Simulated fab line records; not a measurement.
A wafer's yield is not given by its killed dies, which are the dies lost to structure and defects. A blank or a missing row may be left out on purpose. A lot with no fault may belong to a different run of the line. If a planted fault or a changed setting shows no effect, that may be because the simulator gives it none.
8D (eight disciplines) problem report, filled in by code + flow gf180mcu + the parts of the form that need people (team, actions taken, sign-off) are left out

== 1. WHAT IS WRONG ==
Wafers without a fault read 259.7 nm, standard deviation 1.1; cd_nm at GF_V1_CD_MEAS_14 reads a mean of 235.4 nm on 9 wafers belonging to 3 lots. Measured from the usual mean, that is -22 standard deviations.
The step: target cd 260 nm.
Earliest sighting: wafer L467.3 on cd_sem-01 at day 22 15:41. The record has a number at this step for 45 wafers belonging to 15 lots. By rule, "out" or "out of limits" means more than 4 standard deviations away from the usual mean. The other wafers with a number count as sound.

== 2. WHAT THIS IS AND IS NOT ==
| question                    | is                     | is not                                                                                       |
|-----------------------------|------------------------|----------------------------------------------------------------------------------------------|
| which readings at this step | cd_nm                  | -                                                                                            |
| which lots                  | L467, L468, L470       | L455, L456, L457, L458, L461, L462, L466, L474, L475, L476, L477, L478                       |
| which wafers of those lots  | all that have a number | -                                                                                            |
| read on which gauges        | cd_sem-01, cd_sem-02   | -                                                                                            |
| when                        | from day 22 15:41      | up to then (21 sound wafers); but 15 sound wafers of L474, L475, L476, L477, L478 came after |

== 3. THE SUSPECTS, EACH WITH WHAT RULES IT OUT ==
Counting: a tool stays on the suspect list if, at a process step up to the reading, it processed all lots that are out and no sound lot following the first of them.
- the gauge at GF_V1_CD_MEAS_14 is ruled out. The wafers that are out were read on 2 gauges (cd_sem-01, cd_sem-02).
- litho_track-03 at GF_V1_SOFTBAKE_10 (time 60 s): kept. It ran every lot that is out, first L467 (day 22 04:00), and no sound lot after that; its last sound lot up to then is L466 (day 21 17:00). Out on those wafers are its own readings of heater_power_total_W, plate_temp_C.
Remaining after the count: litho_track-03 at GF_V1_SOFTBAKE_10.

== 4. THE CAUSE (what the simulator had put in) ==
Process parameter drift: litho_track-03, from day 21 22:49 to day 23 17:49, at GF_V1_SOFTBAKE_10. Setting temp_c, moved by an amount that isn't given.
After counting, this tool was the only one left.

== 5. SEQUENCE OF EFFECTS, ordered by route ==
Rows list readings where the struck wafers' mean (over those with a number) sits beyond 3 standard deviations from the usual. Only readings for which the record gives a usual standard deviation are gone through. hours: the time from each lot's start at the first step in this table that gives one to its start at this step, as a median over the lots. sigmas: the change in usual standard deviations.
| hours | step              | reading              | usual    | on struck wafers | change | sigmas      |
|-------|-------------------|----------------------|----------|------------------|--------|-------------|
| 0     | GF_V1_SOFTBAKE_10 | heater_power_total_W | 93.05 W  | 81.17            | -11.88 | -99 or more |
| 0     | GF_V1_SOFTBAKE_10 | plate_temp_C         | 130.03 C | 117.11           | -12.92 | -99 or more |
| 12    | GF_V1_CD_MEAS_14  | cd_nm                | 259.7 nm | 235.4            | -24.3  | -22         |
Here are the process steps it includes:
- GF_V1_SOFTBAKE_10: time 60 s.
Later measuring or inspecting steps at which every struck wafer that the step has a row for has a number for every such reading, and none has moved that far: GF_V1_OVL_MEAS_15.

== 6. WHAT WOULD HAVE CAUGHT IT SOONER ==
The first out-of-limits reading at a measuring or inspecting step in this record came at day 22 15:41, 17 hours after the fault's start at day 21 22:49.
Tool's own readings at GF_V1_SOFTBAKE_10, heater_power_total_W, plate_temp_C: out on all struck wafers the step has rows for; an alarm limit on them would have tripped on the first.
Among the 3 lots that are out, L470 began GF_V1_SOFTBAKE_10 on litho_track-03 after day 22 15:41. Putting the tool on hold at that point would have spared it.
